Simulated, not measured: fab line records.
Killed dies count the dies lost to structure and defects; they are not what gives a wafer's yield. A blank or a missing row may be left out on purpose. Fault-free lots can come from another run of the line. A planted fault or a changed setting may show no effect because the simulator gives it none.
fab line records	flow sfq_line	part 1 of 2: steps 1 to 30 of 41
record: lots: 5	wafers: 15	last_day: 80
route steps=325 shown L0V@19 M0@28 I0@43 M1@58
lots that met no fault: taken from a fault-free run of the same line
start_h: start of the lot's first displayed wafer, in hours after the record's first day	wait_h: hours from the lot's prior step to this one	" same as the row above	L1.1+2: one row covering several wafers at once	- no value, or no start was given	* or withheld: withheld	< > ~ a bound
route shown NAME@n: names a module that has steps shown in the file, with the first one's number in the route	usual: the fault-free wafers' mean and standard deviation	same: alike in all rows	chamber/n: place in a boat	sites: each site's reading	_std_site: their standard deviation	_edge_site: mean of outer sites minus mean of inner sites	radius_mm: for every site, how far away it sits from the centre of the wafer	mask NAME#n: copy n	behind: tool/chamber where the wafer was last shaped	hold: why the lot was held/for how many hours/how that ended	device: which transistor (n, p or np) failed to switch	end of line: the route-end tests of the same wafers	for a step that has no rows: nothing shown but its recipe	killed: the dies lost at the first sort to structure and to defects; this is not the yield of the wafer	map: per-die view of a wafer (x killed, . not killed, _ where there is no die)
set.NAME: the setting as run; set.NAME@STEP: as run at that earlier step	model.NAME: the simulator's own value behind a step, which no gauge read
lots at some steps of the route; a table a step, a row a wafer
services: when a tool's chamber went out of use (start_h, in hours from the record's first day, below 0 if earlier), for how many hours, and the reason
== steps ==
step: SFQ_TRILAYER_L0_VIA_LITHO_SOFTBAKE_017
recipe: temp_c: withheld	time_s: withheld	resist: KrF
lot.wafer	tool	chamber	start_h	wait_h
L080.1+3+5	litho_track-02	0	121.30	0.2
L087.1+2+5	litho_track-02	0	157.87	0.2
L088.1+4+5	litho_track-01	0	163.89	0.2
L092.2+4+6	litho_track-04	0	185.57	0.2
L093.3+4+5	litho_track-02	0	192.96	0.2
step: SFQ_TRILAYER_L0_VIA_LITHO_EXPOSE_014
recipe: mask_id: L0V	na: 0.6	source_shape: conventional	sigma_outer: 0.65	target_cd_nm: 700	dose_mj: 21.3
same: na: 0.6
lot.wafer	tool	chamber	start_h	wait_h	mask
L080.1+3+5	krf_scanner-02	0	215.24	-	L0V#0
L087.1+2+5	krf_scanner-02	0	258.45	-	L0V#0
L088.1+4+5	krf_scanner-02	0	266.85	-	L0V#0
L092.2+4+6	krf_scanner-01	0	-	-	L0V#0
L093.3+4+5	krf_scanner-01	0	302.54	-	L0V#0
step: SFQ_TRILAYER_L0_VIA_LITHO_PEB_016
recipe: peb_temp_c: 115	peb_time_s: 60	resist: KrF
lot.wafer	tool	chamber	start_h	wait_h
L080.1+3+5	litho_track-04	0	216.44	1.0
L087.1+2+5	litho_track-04	0	259.65	1.0
L088.1+4+5	litho_track-02	0	268.05	1.0
L092.2+4+6	litho_track-04	0	-	-
L093.3+4+5	litho_track-02	0	303.39	0.7
step: SFQ_TRILAYER_L0_VIA_LITHO_DEVELOP_015
recipe: time_s: 60	resist: KrF
same: time_s: 60
lot.wafer	tool	chamber	start_h	wait_h
L080.1+3+5	litho_track-04	0	216.59	0.1
L087.1+2+5	litho_track-04	0	259.80	0.1
L088.1+4+5	litho_track-02	0	268.20	0.1
L092.2+4+6	litho_track-04	0	293.02	0.1
L093.3+4+5	litho_track-02	0	303.54	0.1
step: SFQ_L0V_OVL_MEAS_903
usual: L0V_OVL: -2/5.2
lot.wafer	tool	chamber	start_h	wait_h	L0V_OVL[nm]
L080.1	overlay-01	-	216.74	0.1	-3
L080.3	"	-	"	"	-6
L080.5	"	-	"	"	-5
L087.1	overlay-01	-	259.95	0.1	-6
L087.2	"	-	"	"	-13
L087.5	"	-	"	"	-10
L088.1	overlay-01	-	268.35	0.1	4
L088.4	"	-	"	"	6
L088.5	"	-	"	"	4
L092.2	overlay-01	-	293.15	0.1	-9
L092.4	"	-	"	"	-9
L092.6	"	-	"	"	-3
L093.3	overlay-02	-	303.65	0.1	-3
L093.4	"	-	"	"	-2
L093.5	"	-	"	"	1
step: SFQ_TRILAYER_L0_VIA_BARC_OPEN_VIA_ETCH_021
recipe: mask_material: PR	chemistry: O2	target_depth_nm: 125	target: BARC	source_w: 500	bias_w: 80	pressure_mtorr: 30	time_s: 41.7
usual: drypump_motor_current_A: 5.7/0.52	oes_product_au: 0.685/0.0045
same: time_s: 41.7
lot.wafer	tool	chamber	start_h	wait_h	drypump_motor_current_A	oes_product_au	rf_hours_counter_h
L080.1	rie_diel-01	0	216.77	0.0	6.6	0.691	95
L080.3	"	1	"	"	6.2	0.690	12
L080.5	"	3	"	"	6.0	0.693	-
L087.1	rie_diel-04	1	259.99	0.0	5.6	0.693	6
L087.2	"	0	"	"	4.9	0.692	23
L087.5	"	3	"	"	6.3	0.689	-
L088.1	rie_diel-04	0	268.39	0.0	5.0	0.683	23
L088.4	"	1	"	"	5.6	0.685	6
L088.5	"	1	"	"	5.6	0.687	-
L092.2	rie_diel-02	2	293.18	0.0	6.1	0.686	122
L092.4	"	3	"	"	5.2	0.690	91
L092.6	"	3	"	"	5.2	0.688	-
L093.3	rie_diel-04	2	303.67	0.0	4.9	0.689	9
L093.4	"	3	"	"	6.3	0.681	1
L093.5	"	1	"	"	5.6	0.682	-
step: SFQ_TRILAYER_L0_VIA_ETCH_VIA_ETCH_016
recipe: target: SiO2	stop_on: MoNx_KI	mask_material: PR	chemistry: CHF3	target_depth_nm: 80	source_w: 500	bias_w: 80	pressure_mtorr: 30	time_s: withheld
usual: drypump_motor_current_A: 5.7/0.53	oes_product_au: 0.843/0.0072
lot.wafer	tool	chamber	start_h	wait_h	drypump_motor_current_A	oes_product_au
L080.1	rie_diel-01	0	216.81	0.0	6.6	0.838
L080.3	"	1	"	"	6.2	0.842
L080.5	"	3	"	"	6.1	0.850
L087.1	rie_diel-04	1	260.03	0.0	5.6	0.845
L087.2	"	0	"	"	5.0	0.848
L087.5	"	3	"	"	6.3	0.844
L088.1	rie_diel-04	0	268.43	0.0	5.0	0.839
L088.4	"	1	"	"	5.6	0.837
L088.5	"	1	"	"	5.6	0.838
L092.2	rie_diel-02	2	293.22	0.0	6.1	0.835
L092.4	"	3	"	"	5.2	0.842
L092.6	"	3	"	"	5.2	0.851
L093.3	rie_diel-04	2	303.71	0.0	4.9	0.837
L093.4	"	3	"	"	6.3	0.849
L093.5	"	1	"	"	5.6	0.848
step: SFQ_TRILAYER_L0_VIA_STRIP_STRIP_017
recipe: gas: O2	power_w: 200	platen_temp_c: 40	overash_fraction: 0.65	chemistry: O2	pressure_mtorr: 50
usual: drypump_motor_current_A: 5.6/0.49	oes_product_au: 0.999/0.0077
lot.wafer	tool	chamber	start_h	wait_h	drypump_motor_current_A	oes_product_au	rf_hours_counter_h
L080.1	rie_metal-04	1	216.86	-	4.8	1.008	109
L080.3	"	1	"	"	4.8	1.000	-
L080.5	"	1	"	"	4.8	1.003	-
L087.1	rie_metal-03	1	260.07	-	6.1	0.998	49
L087.2	"	0	"	"	5.5	0.994	171
L087.5	"	1	"	"	6.1	0.993	-
L088.1	rie_metal-03	0	268.47	-	5.5	0.999	172
L088.4	"	0	"	"	5.5	0.996	-
L088.5	"	1	"	"	6.1	0.984	-
L092.2	rie_metal-01	0	293.26	-	5.3	1.007	100
L092.4	"	1	"	"	6.3	1.006	-
L092.6	"	0	"	"	5.3	1.004	-
L093.3	rie_metal-01	1	303.96	-	6.3	0.997	-
L093.4	"	0	"	"	5.3	0.987	-
L093.5	"	0	"	"	5.3	1.002	-
step: SFQ_TRILAYER_L0_VIA_STRIP_SOLV_CLEAN_018
recipe: chemistry: NMP	temp_c: 70	time_s: 600
same: time_s: 600
lot.wafer	tool	chamber	start_h	wait_h
L080.1+3+5	wet_bench-03	7,1,0	217.46	0.4
L087.1+2+5	wet_bench-02	1,6,5	260.67	0.4
L088.1+4+5	wet_bench-02	0,7,1	269.07	0.4
L092.2+4+6	wet_bench-01	5,3,7	293.86	0.4
L093.3+4+5	wet_bench-01	3,2,7	304.36	0.2
step: SFQ_TRILAYER_M0_DEP_PRE_CLEAN_020
recipe: gas: Ar	time_s: 15	bias_v: 250
same: time_s: 15
lot.wafer	tool	chamber	start_h	wait_h
L080.1+3+5	pvd_sputter-04	-	217.64	0.0
L087.1+2+5	pvd_sputter-04	-	260.85	0.0
L088.1+4+5	pvd_sputter-03	-	269.25	0.0
L092.2+4+6	pvd_sputter-05	-	294.04	0.0
L093.3+4+5	pvd_sputter-05	-	304.55	0.0
step: SFQ_TRILAYER_M0_DEP_SPUTTER_019
recipe: material: Nb	base_pressure_pa: 1.33e-06	chamber_pressure_pa: 0.1333	substrate_temp_c: 20	resputter_cathode_voltage_v: 400	target_thk_nm: 200	power_w: 2000	time_s: 133.3
usual: substrate_temp_c: 20.01/0.1	throttle_valve_pct: 29.9/0.92
same: time_s: 133.3
lot.wafer	tool	chamber	start_h	wait_h	substrate_temp_c	throttle_valve_pct
L080.1	pvd_sputter-04	-	217.66	0.0	20.00	30.7
L080.3	"	-	"	"	19.97	29.0
L080.5	"	-	"	"	19.85	30.4
L087.1	pvd_sputter-04	-	260.87	0.0	20.01	30.8
L087.2	"	-	"	"	20.11	30.7
L087.5	"	-	"	"	19.94	29.0
L088.1	pvd_sputter-03	-	269.27	0.0	20.09	29.0
L088.4	"	-	"	"	19.98	29.0
L088.5	"	-	"	"	20.11	29.4
L092.2	pvd_sputter-05	-	294.06	0.0	20.07	28.9
L092.4	"	-	"	"	19.88	29.2
L092.6	"	-	"	"	19.98	29.1
L093.3	pvd_sputter-05	-	304.57	0.0	19.87	29.2
L093.4	"	-	"	"	19.99	29.5
L093.5	"	-	"	"	20.17	29.6
step: SFQ_M0_RS_MEAS_904
recipe: thk_meas_gauge: four-point-probe	reads: Nb_of_TRILAYER_M0_DEP_SPUTTER_019
usual: M0_NB_RS: 0.885/0.0092
lot.wafer	tool	chamber	start_h	wait_h	M0_NB_RS[ohm/sq]
L080.1	film_metro-03	-	217.75	0.0	0.909
L080.3	"	-	"	"	0.895
L080.5	"	-	"	"	0.903
L087.1	film_metro-03	-	261.79	0.9	0.908
L087.2	"	-	"	"	0.897
L087.5	"	-	"	"	0.906
L088.1	film_metro-03	-	269.36	0.0	0.882
L088.4	"	-	"	"	0.884
L088.5	"	-	"	"	0.885
L092.2	film_metro-04	-	294.17	0.1	0.882
L092.4	"	-	"	"	0.882
L092.6	"	-	"	"	0.886
L093.3	film_metro-04	-	304.70	0.1	0.885
L093.4	"	-	"	"	0.897
L093.5	"	-	"	"	0.901
step: SFQ_TRILAYER_M0_LITHO_COAT_026
recipe: resist: BARC	spin_rpm: 3000	resist_thk_nm: 62
lot.wafer	tool	chamber	start_h	wait_h
L080.1+3+5	litho_track-01	0	217.93	0.1
L087.1+2+5	litho_track-02	0	261.97	0.1
L088.1+4+5	litho_track-02	0	269.54	0.1
L092.2+4+6	litho_track-02	0	294.38	0.1
L093.3+4+5	litho_track-02	0	304.94	0.1
step: SFQ_TRILAYER_M0_LITHO_COAT_021
recipe: resist: KrF	spin_rpm: 3000	resist_thk_nm: 600
lot.wafer	tool	chamber	start_h	wait_h
L080.1+3+5	litho_track-01	0	218.23	0.2
L087.1+2+5	litho_track-02	0	262.27	0.2
L088.1+4+5	litho_track-02	0	269.84	0.2
L092.2+4+6	litho_track-02	0	294.68	0.2
L093.3+4+5	litho_track-02	0	305.24	0.2
step: SFQ_TRILAYER_M0_LITHO_SOFTBAKE_025
recipe: temp_c: withheld	time_s: withheld	resist: KrF
lot.wafer	tool	chamber	start_h	wait_h
L080.1+3+5	litho_track-01	0	218.53	0.2
L087.1+2+5	litho_track-02	0	262.57	0.2
L088.1+4+5	litho_track-02	0	270.14	0.2
L092.2+4+6	litho_track-02	0	294.96	0.2
L093.3+4+5	litho_track-02	0	305.49	0.2
step: SFQ_TRILAYER_M0_LITHO_EXPOSE_022
recipe: mask_id: M0	na: 0.6	source_shape: conventional	sigma_outer: 0.65	target_cd_nm: 500	dose_mj: 14.4
same: na: 0.6
lot.wafer	tool	chamber	start_h	wait_h	mask
L080.1+3+5	krf_scanner-01	0	337.45	-	M0#0
L087.1+2+5	krf_scanner-02	0	389.50	-	M0#0
L088.1+4+5	krf_scanner-01	0	400.42	-	M0#0
L092.2+4+6	krf_scanner-02	0	427.15	-	M0#0
L093.3+4+5	krf_scanner-02	0	436.95	-	M0#0
step: SFQ_TRILAYER_M0_LITHO_PEB_024
recipe: peb_temp_c: 115	peb_time_s: 60	resist: KrF
lot.wafer	tool	chamber	start_h	wait_h
L080.1+3+5	litho_track-01	0	338.65	1.0
L087.1+2+5	litho_track-03	0	390.70	1.0
L088.1+4+5	litho_track-03	0	401.62	1.0
L092.2+4+6	litho_track-03	0	428.17	0.8
L093.3+4+5	litho_track-01	0	437.80	0.7
step: SFQ_TRILAYER_M0_LITHO_DEVELOP_023
recipe: time_s: 60	resist: KrF
same: time_s: 60
lot.wafer	tool	chamber	start_h	wait_h
L080.1+3+5	litho_track-01	0	338.80	0.1
L087.1+2+5	litho_track-03	0	390.85	0.1
L088.1+4+5	litho_track-03	0	401.77	0.1
L092.2+4+6	litho_track-03	0	428.32	0.1
L093.3+4+5	litho_track-01	0	437.95	0.1
step: SFQ_M0_OVL_MEAS_906
usual: M0_OVL: -3/4.8
lot.wafer	tool	chamber	start_h	wait_h	M0_OVL[nm]
L080.1	overlay-01	-	338.95	0.1	-6
L080.3	"	-	"	"	-11
L080.5	"	-	"	"	-12
L087.1	overlay-01	-	391.00	0.1	-3
L087.2	"	-	"	"	-6
L087.5	"	-	"	"	-5
L088.1	overlay-01	-	401.92	0.1	-1
L088.4	"	-	"	"	-3
L088.5	"	-	"	"	-1
L092.2	overlay-02	-	428.45	0.1	3
L092.4	"	-	"	"	-1
L092.6	"	-	"	"	-4
L093.3	overlay-01	-	438.06	0.1	-1
L093.4	"	-	"	"	-8
L093.5	"	-	"	"	3
step: SFQ_TRILAYER_M0_BARC_OPEN_METAL_ETCH_031
recipe: mask_material: PR	chemistry: O2	target_depth_nm: 125	target: BARC	icp_w: 600	bias_w: 80	pressure_mtorr: 10	time_s: 41.7
usual: drypump_motor_current_A: 5.7/0.62	oes_product_au: 0.684/0.0045
same: time_s: 41.7
lot.wafer	tool	chamber	start_h	wait_h	drypump_motor_current_A	oes_product_au	rf_hours_counter_h
L080.1	rie_metal-04	1	338.99	0.0	4.7	0.686	131
L080.3	"	0	"	"	5.7	0.681	-
L080.5	"	0	"	"	5.7	0.679	-
L087.1	rie_metal-04	0	391.03	0.0	5.6	0.686	166
L087.2	"	1	"	"	4.8	0.687	139
L087.5	"	0	"	"	5.6	0.684	-
L088.1	rie_metal-04	0	401.96	0.0	5.6	0.683	168
L088.4	"	0	"	"	5.6	0.686	-
L088.5	"	0	"	"	5.6	0.686	-
L092.2	rie_metal-04	0	428.48	0.0	5.7	0.680	171
L092.4	"	0	"	"	5.7	0.683	-
L092.6	"	1	"	"	4.8	0.681	-
L093.3	rie_metal-03	0	438.10	0.0	5.5	0.680	-
L093.4	"	1	"	"	6.1	0.692	-
L093.5	"	1	"	"	6.1	0.678	-
step: SFQ_TRILAYER_M0_ETCH_METAL_ETCH_024
recipe: target: Nb	stop_on: SiO2	mask_material: PR	chemistry: Cl2/Ar	target_depth_nm: 240	icp_w: 600	bias_w: 80	pressure_mtorr: 10	time_s: 120
usual: drypump_motor_current_A: 5.7/0.62	oes_product_au: 0.896/0.0072
same: time_s: 120
lot.wafer	tool	chamber	start_h	wait_h	drypump_motor_current_A	oes_product_au	rf_hours_counter_h
L080.1	rie_metal-04	1	339.05	0.0	4.7	0.876	131
L080.3	"	0	"	"	5.7	0.889	-
L080.5	"	0	"	"	5.6	0.894	-
L087.1	rie_metal-04	0	391.09	0.0	5.7	0.890	166
L087.2	"	1	"	"	4.8	0.892	139
L087.5	"	0	"	"	5.7	0.888	-
L088.1	rie_metal-04	0	402.02	0.0	5.7	0.900	168
L088.4	"	0	"	"	5.7	0.899	-
L088.5	"	0	"	"	5.7	0.894	-
L092.2	rie_metal-04	0	428.54	0.0	5.7	0.903	171
L092.4	"	0	"	"	5.7	0.894	-
L092.6	"	1	"	"	4.7	0.894	-
L093.3	rie_metal-03	0	438.18	0.1	5.5	0.900	-
L093.4	"	1	"	"	6.1	0.898	-
L093.5	"	1	"	"	6.1	0.893	-
step: SFQ_TRILAYER_M0_STRIP_STRIP_025
recipe: gas: O2	power_w: 200	platen_temp_c: 40	overash_fraction: 0.65	chemistry: O2	pressure_mtorr: 50
usual: drypump_motor_current_A: 5.7/0.62	oes_product_au: 0.999/0.0086
lot.wafer	tool	chamber	start_h	wait_h	drypump_motor_current_A	oes_product_au	rf_hours_counter_h
L080.1	rie_metal-04	1	339.17	0.1	4.7	1.005	132
L080.3	"	0	"	"	5.7	0.997	-
L080.5	"	0	"	"	5.7	0.998	-
L087.1	rie_metal-04	0	391.22	0.1	5.7	1.001	167
L087.2	"	1	"	"	4.7	1.010	139
L087.5	"	0	"	"	5.6	0.995	-
L088.1	rie_metal-04	0	402.14	0.1	5.7	0.992	168
L088.4	"	0	"	"	5.7	0.979	-
L088.5	"	0	"	"	5.7	0.985	-
L092.2	rie_metal-04	0	428.67	0.1	5.6	0.997	171
L092.4	"	0	"	"	5.7	0.996	-
L092.6	"	1	"	"	4.7	1.014	-
L093.3	rie_metal-03	0	438.47	0.2	5.4	1.011	-
L093.4	"	1	"	"	6.1	0.989	-
L093.5	"	1	"	"	6.1	0.977	-
step: SFQ_TRILAYER_M0_STRIP_SOLV_CLEAN_026
recipe: chemistry: NMP	temp_c: 70	time_s: 600
same: time_s: 600
lot.wafer	tool	chamber	start_h	wait_h
L080.1+3+5	wet_bench-03	4,5,0	339.77	0.4
L087.1+2+5	wet_bench-04	1,2,7	391.82	0.4
L088.1+4+5	wet_bench-02	2,5,3	402.74	0.4
L092.2+4+6	wet_bench-03	5,2,0	429.27	0.4
L093.3+4+5	wet_bench-03	5,4,0	438.87	0.2
step: SFQ_TRILAYER_I0_DEP_PECVD_027
recipe: material: SiO2	temp_c: 150	time_s: 111.11	pressure_torr: 2.4	rf_w: 183.3	precursor: SiH4/N2O	target_thk_nm: 500
usual: heater_power_w: 74/14	throttle_valve_pct: 24.5/1.4
same: time_s: 111.11
lot.wafer	tool	chamber	start_h	wait_h	heater_power_w	throttle_valve_pct
L080.1	pecvd-02	0	339.96	0.0	56	23.9
L080.3	"	1	"	"	70	22.3
L080.5	"	1	"	"	57	22.5
L087.1	pecvd-02	0	392.03	0.0	53	24.0
L087.2	"	2	"	"	64	23.6
L087.5	"	0	"	"	56	23.7
L088.1	pecvd-02	0	402.92	0.0	61	24.2
L088.4	"	2	"	"	72	23.8
L088.5	"	1	"	"	70	22.5
L092.2	pecvd-03	0	429.44	0.0	82	25.1
L092.4	"	2	"	"	49	22.5
L092.6	"	0	"	"	83	25.0
L093.3	pecvd-01	2	439.04	0.0	81	26.6
L093.4	"	0	"	"	95	25.6
L093.5	"	1	"	"	102	25.3
step: SFQ_TRILAYER_I0_CMP_CMP_028
recipe: material: SiO2	down_force_psi: 3	platen_rpm: 60	pad_velocity_m_s: 0.94248
usual: motor_current_A: 10.3/0.9	time_to_endpoint_s: 218/8.4
lot.wafer	tool	chamber	start_h	wait_h	motor_current_A	time_to_endpoint_s
L080.1	cmp-01	0	340.04	0.0	10.9	205
L080.3	"	3	341.54	1.5	9.7	225
L080.5	"	0	"	"	10.6	207
L087.1	cmp-01	0	393.87	1.8	10.2	200
L087.2	"	2	394.87	2.8	11.0	218
L087.5	"	1	396.37	4.3	8.8	216
L088.4	cmp-02	3	403.00	0.0	10.8	212
L088.1	"	2	404.50	1.5	11.1	208
L088.5	"	3	"	"	10.9	213
L092.2	cmp-01	2	430.52	1.0	11.0	220
L092.4	"	3	"	"	9.5	227
L092.6	"	1	432.02	2.5	9.1	214
L093.4	cmp-01	0	439.12	0.0	10.0	208
L093.3	"	1	"	"	8.7	211
L093.5	"	1	441.62	2.5	9.2	227
step: SFQ_I0_BOW_MEAS_907
recipe: mode: bow
usual: I0_BOW: 1/7.5
lot.wafer	tool	chamber	start_h	wait_h	I0_BOW[um]
L080.1	film_metro-03	-	343.04	2.5	5
L080.3	"	-	"	"	-8
L080.5	"	-	"	"	-4
L087.1	film_metro-03	-	396.87	2.5	-1
L087.2	"	-	"	"	-4
L087.5	"	-	"	"	-13
L088.1	film_metro-03	-	406.00	1.0	0
L088.4	"	-	"	"	-10
L088.5	"	-	"	"	-18
L092.2	film_metro-04	-	432.54	1.5	-2
L092.4	"	-	"	"	5
L092.6	"	-	"	"	4
L093.3	film_metro-04	-	442.16	2.0	8
L093.4	"	-	"	"	-8
L093.5	"	-	"	"	-4
step: SFQ_TRILAYER_I0_METRO_MEASURE_029
usual: thk_nm: 200.3/1.1
lot.wafer	tool	chamber	start_h	wait_h	thk_nm
L080.1	film_metro-03	-	343.16	0.1	199.3
L080.3	"	-	"	"	200.3
L080.5	"	-	"	"	199.1
L087.1	film_metro-03	-	396.99	0.1	198.4
L087.2	"	-	"	"	200.3
L087.5	"	-	"	"	199.4
L088.1	film_metro-03	-	406.12	0.1	199.4
L088.4	"	-	"	"	197.9
L088.5	"	-	"	"	199.2
L092.2	film_metro-04	-	432.84	0.3	202.2
L092.4	"	-	"	"	202.6
L092.6	"	-	"	"	200.0
L093.3	film_metro-04	-	442.64	0.5	199.0
L093.4	"	-	"	"	197.0
L093.5	"	-	"	"	198.9
step: SFQ_TRILAYER_I0_VIA_LITHO_COAT_036
recipe: resist: BARC	spin_rpm: 3000	resist_thk_nm: 62
lot.wafer	tool	chamber	start_h	wait_h
L080.1+3+5	litho_track-04	0	344.36	1.0
L087.1+2+5	litho_track-01	0	398.19	1.0
L088.1+4+5	litho_track-04	0	407.32	1.0
L092.2+4+6	litho_track-03	0	433.89	0.8
L093.3+4+5	litho_track-04	0	443.54	0.7
step: SFQ_TRILAYER_I0_VIA_LITHO_COAT_031
recipe: resist: KrF	spin_rpm: 3000	resist_thk_nm: 650
lot.wafer	tool	chamber	start_h	wait_h
L080.1+3+5	litho_track-04	0	344.66	0.2
L087.1+2+5	litho_track-01	0	398.49	0.2
L088.1+4+5	litho_track-04	0	407.62	0.2
L092.2+4+6	litho_track-03	0	434.19	0.2
L093.3+4+5	litho_track-04	0	443.84	0.2
step: SFQ_TRILAYER_I0_VIA_LITHO_SOFTBAKE_035
recipe: temp_c: withheld	time_s: withheld	resist: KrF
lot.wafer	tool	chamber	start_h	wait_h
L080.1+3+5	litho_track-04	0	344.96	0.2
L087.1+2+5	litho_track-01	0	398.79	0.2
L088.1+4+5	litho_track-04	0	407.92	0.2
L092.2+4+6	litho_track-03	0	434.47	0.2
L093.3+4+5	litho_track-04	0	444.09	0.2
